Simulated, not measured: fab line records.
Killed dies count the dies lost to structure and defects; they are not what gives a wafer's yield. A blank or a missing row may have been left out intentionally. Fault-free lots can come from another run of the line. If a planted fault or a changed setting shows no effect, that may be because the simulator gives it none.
Matching of chambers -- flow sky130 -- SKY_VIA2_ETCH_14 on rieDiel-04: 4 sister chambers
The step etches BARC in N2/H2, stops on SiO2, time 45.9 s, target depth 60 nm. 18 wafers are shown with their chamber, then 9 later ones without.

## EACH WAFER AND ITS CHAMBER
wafer,chamber,drypumpMotorCurrentA (A),throttleValvePct (%),oesProductAu (a.u.)
L074.1,0,5.5,13.230,0.853
L074.2,2,6.4,13.240,0.865
L074.3,3,5.9,13.245,0.855
L075.1,1,5.1,13.235,0.858
L075.3,2,6.4,13.217,0.863
L075.6,0,5.5,13.238,0.852
L076.4,2,6.5,13.214,0.854
L076.5,0,5.5,13.235,0.858
L076.6,1,5.1,13.227,0.849
L084.3,0,5.5,13.209,0.853
L084.4,2,6.4,13.225,0.848
L084.6,0,5.5,13.225,0.861
L085.1,1,5.1,13.221,0.851
L085.4,3,5.9,13.229,0.855
L085.5,3,5.9,13.238,0.855
L089.3,1,5.1,13.215,0.854
L089.4,2,6.4,13.228,0.854
L089.6,2,6.4,13.233,0.857

SIGNATURES, as means of the wafers listed above
reading,chamber 0,chamber 1,chamber 2,chamber 3,scatter within a chamber
drypumpMotorCurrentA,5.500,5.100,6.417,5.900,0.0244
throttleValvePct,13.22740,13.22450,13.22617,13.23733,0.0098
oesProductAu,0.85540,0.85300,0.85683,0.85500,0.00468
Rule: a wafer's distance from a chamber is the root of the sum, over the readings, of the square of ((its reading less the chamber's mean) divided by the reading's scatter). The wafer belongs to the nearest chamber; if the next one is less than 2 further off, it can't be placed. How the scatter is found: for the shown wafers, subtract from each reading the mean of its chamber, square and add these, divide the total by (wafers less chambers), then take the root.

## WAFERS WITHOUT THEIR CHAMBER
wafer,drypumpMotorCurrentA (A),throttleValvePct (%),oesProductAu (a.u.)
L091.2,5.5,13.238,0.852
L091.4,6.4,13.222,0.841
L091.6,6.5,13.223,0.853
L093.1,5.9,13.243,0.857
L093.3,5.1,13.228,0.848
L093.5,6.5,13.218,0.851
L096.1,5.9,13.208,0.859
L096.2,6.5,13.227,0.855
L096.4,5.5,13.228,0.861

## WHICH CHAMBER EACH WENT THROUGH
wafer,from the rows above,in truth
L091.2,0,0
L091.4,2,2
L091.6,2,2
L093.1,3,3
L093.3,1,1
L093.5,2,2
L096.1,3,3
L096.2,2,2
L096.4,0,0
Placed correctly: 9 of 9. Left unplaced by these rows: 0. 0 placed wrongly.
